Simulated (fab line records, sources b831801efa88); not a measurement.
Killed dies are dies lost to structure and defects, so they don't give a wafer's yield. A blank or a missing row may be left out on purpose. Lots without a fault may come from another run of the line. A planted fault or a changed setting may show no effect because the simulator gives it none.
Which tool did it? | flow sky130 | 11 lots, 33 wafers sampled, at 6 steps of a route of 708

WHAT THE GAUGES READ, wafer by wafer
SKY_GATE_OXIDE_THK_MEAS_02. Usual: GATE_OXIDE_OXIDATION_00_THK 11.10 nm, standard deviation 0.2.
lot  | measured     | on            | GATE_OXIDE_OXIDATION_00_THK (nm) | flag
L547 | day 12 19:31 | film_metro-01 | 11.17 10.92 11.01                |
L550 | day 13 21:07 | film_metro-01 | 11.19 11.22 11.13                |
L552 | day 14 14:08 | film_metro-01 | 11.07 11.22 11.18                |
L556 | day 16 01:47 | film_metro-01 | 11.30 11.27 11.01                |
L557 | day 16 09:23 | film_metro-01 | 11.00 10.98 10.92                |
L563 | day 18 10:49 | film_metro-03 | 11.23 11.01 11.12                |
L562 | day 18 12:13 | film_metro-03 | 11.03 10.88 10.96                |
L564 | day 18 17:45 | film_metro-01 | 11.31 11.08 11.09                |
L565 | day 19 03:04 | film_metro-02 | 11.00 11.00 10.98                |
L566 | day 19 12:27 | film_metro-01 | 11.20 11.19 11.15                |
L568 | day 20 05:25 | film_metro-03 | 10.99 11.18 11.09                |

SKY_LDD_N_OVL_MEAS_07. Usual: LDD_N_OVL 1.6 nm, standard deviation 1.5.
lot  | measured     | on         | LDD_N_OVL (nm) | flag
L547 | day 17 18:40 | overlay-02 | 3.0 3.8 4.0    |
L550 | day 19 01:50 | overlay-01 | -0.3 1.2 1.0   |
L552 | day 19 20:14 | overlay-02 | -0.1 -1.3 -0.3 |
L556 | day 21 19:11 | overlay-02 | -0.8 0.9 1.0   |
L557 | day 21 20:32 | overlay-02 | 1.2 1.7 2.2    |
L563 | day 23 18:07 | overlay-02 | 2.8 4.8 5.0    |
L562 | day 23 20:31 | overlay-02 | 2.1 3.0 3.8    |
L564 | day 24 02:44 | overlay-01 | 1.2 0.1 0.4    |
L565 | day 24 13:44 | overlay-01 | 1.5 0.4 0.0    |
L566 | day 24 19:03 | overlay-02 | 3.8 3.7 3.4    |
L568 | day 25 13:25 | overlay-02 | 1.9 3.1 2.7    |

SKY_LDD_N_TW_MEAS_17. Usual: LDD_N_TW 2597, standard deviation 25.
lot  | measured     | on            | LDD_N_TW       | flag
L547 | day 17 20:00 | film_metro-04 | 2581 2585 2580 |
L550 | day 19 03:29 | film_metro-01 | 2696 2687 2688 | OFF
L552 | day 19 21:53 | film_metro-04 | 2712 2696 2706 | OFF
L556 | day 21 20:31 | film_metro-02 | 2626 2628 2630 |
L557 | day 21 22:45 | film_metro-04 | 2711 2708 2692 | OFF
L563 | day 23 19:28 | film_metro-02 | 2636 2625 2630 |
L562 | day 23 21:52 | film_metro-01 | 2563 2572 2582 |
L564 | day 24 04:04 | film_metro-01 | 2573 2576 2572 |
L565 | day 24 15:04 | film_metro-04 | 2590 2597 2612 |
L566 | day 24 20:24 | film_metro-01 | 2583 2565 2570 |
L568 | day 25 14:46 | film_metro-02 | 2616 2613 2626 |

SKY_LDD_P_OVL_MEAS_08. Usual: LDD_P_OVL 0.6 nm, standard deviation 1.4.
lot  | measured     | on         | LDD_P_OVL (nm) | flag
L547 | day 19 02:15 | overlay-01 | 1.3 -0.2 0.3   |
L550 | day 20 09:48 | overlay-01 | 0.5 -0.3 1.2   |
L552 | day 21 04:09 | overlay-02 | 0.3 0.0 1.0    |
L556 | day 23 02:50 | overlay-02 | 0.4 2.1 3.4    |
L557 | day 23 04:08 | overlay-02 | 0.8 0.9 0.3    |
L563 | day 25 00:46 | overlay-02 | -0.9 -0.3 -0.5 |
L562 | day 25 03:08 | overlay-01 | -1.2 -0.9 -1.9 |
L564 | day 25 09:36 | overlay-02 | -0.6 1.4 1.1   |
L565 | day 25 20:36 | overlay-02 | 0.7 1.9 0.8    |
L566 | day 26 01:27 | overlay-02 | 0.6 1.1 0.6    |
L568 | day 26 20:01 | overlay-01 | -1.4 -2.5 -2.6 |

WHICH TOOL RAN EACH LOT (tool, then ch and the chambers of the sampled wafers, then the start)
lot  | SKY_LDD_N_IMPLANT_11            | SKY_LDD_N_STRIP_16
L547 | implanter-02 ch 0, day 17 19:09 | plasma_asher-01 ch 0,1, day 17 19:54
L550 | implanter-03 ch 0, day 19 02:19 | plasma_asher-04 ch 0,1, day 19 03:23
L552 | implanter-01 ch 0, day 19 20:43 | plasma_asher-01 ch 0,1, day 19 21:47
L556 | implanter-03 ch 0, day 21 19:40 | plasma_asher-03 ch 0,1, day 21 20:25
L557 | implanter-02 ch 0, day 21 21:01 | plasma_asher-03 ch 0,1, day 21 22:39
L563 | implanter-02 ch 0, day 23 18:38 | plasma_asher-01 ch 0,1, day 23 19:21
L562 | implanter-03 ch 0, day 23 21:02 | plasma_asher-04 ch 0,1, day 23 21:45
L564 | implanter-01 ch 0, day 24 03:13 | plasma_asher-01 ch 0,1, day 24 03:58
L565 | implanter-01 ch 0, day 24 14:13 | plasma_asher-04 ch 0,1, day 24 14:58
L566 | implanter-03 ch 0, day 24 19:35 | plasma_asher-03 ch 0,1, day 24 20:18
L568 | implanter-01 ch 0, day 25 13:56 | plasma_asher-01 ch 0,1, day 25 14:39
- SKY_LDD_N_IMPLANT_11
- SKY_LDD_N_STRIP_16: strips in O2/N2.

WHAT THE TOOLS THEMSELVES READ (means of the sampled wafers that have a number; where no wafer has one, the mark that the record gives instead)
SKY_LDD_N_IMPLANT_11. Usual: beam_on_s 10.02 s, standard deviation 0.21; end_station_pressure_torr 5.35e-06 Torr, standard deviation 2.8e-07; rotation_deg 293.00 degrees, standard deviation 0.053.
lot  | tool         | beam_on_s (s) | end_station_pressure_torr (Torr) | rotation_deg (degrees) | flag
L547 | implanter-02 | 9.96          | 5.00e-06                         | 293.00                 |
L550 | implanter-03 | 10.15         | 5.35e-06                         | 293.00                 |
L552 | implanter-01 | 9.90          | 5.55e-06                         | 292.99                 |
L556 | implanter-03 | 9.97          | 5.55e-06                         | 292.94                 |
L557 | implanter-02 | 10.09         | 5.19e-06                         | 293.00                 |
L563 | implanter-02 | 9.93          | 5.25e-06                         | 292.95                 |
L562 | implanter-03 | 9.96          | 5.52e-06                         | 293.04                 |
L564 | implanter-01 | 9.92          | 5.37e-06                         | 292.98                 |
L565 | implanter-01 | 10.17         | 5.41e-06                         | 293.00                 |
L566 | implanter-03 | 9.99          | 5.49e-06                         | 293.01                 |
L568 | implanter-01 | 9.93          | 5.25e-06                         | 293.02                 |

SKY_LDD_N_STRIP_16. Usual: drypump_motor_current_A 5.6 A, standard deviation 0.34; o2_flow_sccm 3000 sccm, standard deviation 9.2; oes_product_au 0.406 a.u., standard deviation 0.0043; strip_time_to_endpoint_s 4.317 s, standard deviation 0.018.
lot  | tool            | drypump_motor_current_A (A) | o2_flow_sccm (sccm) | oes_product_au (a.u.) | strip_time_to_endpoint_s (s) | flag
L547 | plasma_asher-01 | 5.3                         | 2994                | 0.409                 | 4.324                        |
L550 | plasma_asher-04 | 5.2                         | 3002                | 0.410                 | 4.508                        | OFF
L552 | plasma_asher-01 | 5.5                         | 2998                | 0.408                 | 4.533                        | OFF
L556 | plasma_asher-03 | 6.0                         | 3008                | 0.406                 | 4.310                        |
L557 | plasma_asher-03 | 6.0                         | 2992                | 0.408                 | 4.500                        | OFF
L563 | plasma_asher-01 | 5.3                         | 3004                | 0.402                 | 4.293                        |
L562 | plasma_asher-04 | 5.3                         | 2991                | 0.404                 | 4.350                        |
L564 | plasma_asher-01 | 5.3                         | 2996                | 0.406                 | 4.302                        |
L565 | plasma_asher-04 | 5.5                         | 3008                | 0.403                 | 4.306                        |
L566 | plasma_asher-03 | 5.9                         | 2991                | 0.405                 | 4.341                        |
L568 | plasma_asher-01 | 5.3                         | 3000                | 0.407                 | 4.314                        |

THE ANSWER, worked out from the rows above alone
Rule: a lot is off if the mean of its wafers that have a number lies more than 3 standard deviations from the usual mean. A lot without any number at a reading at which 4 lots or more have one is off too. The other lots that the step has rows for count as sound. The gauges are gone through in route order, then the tools' own readings, and for those a lot's mean is taken as printed above. The first step at which some lot is off is used, and at that step the reading that is off furthest; a lot without a number counts as furthest.
Off: L550, L552, L557, at SKY_LDD_N_TW_MEAS_17 (LDD_N_TW).
A tool fits if, at a process step before that reading, it ran every lot that is off, and no sound lot after the first of them. The gauges at SKY_LDD_N_TW_MEAS_17 aren't tried: what is off there is off at SKY_LDD_N_STRIP_16 too, on other tools, and a gauge's error can't cause that. None of those tried fits.

WHAT THE SIMULATOR HAD PUT IN
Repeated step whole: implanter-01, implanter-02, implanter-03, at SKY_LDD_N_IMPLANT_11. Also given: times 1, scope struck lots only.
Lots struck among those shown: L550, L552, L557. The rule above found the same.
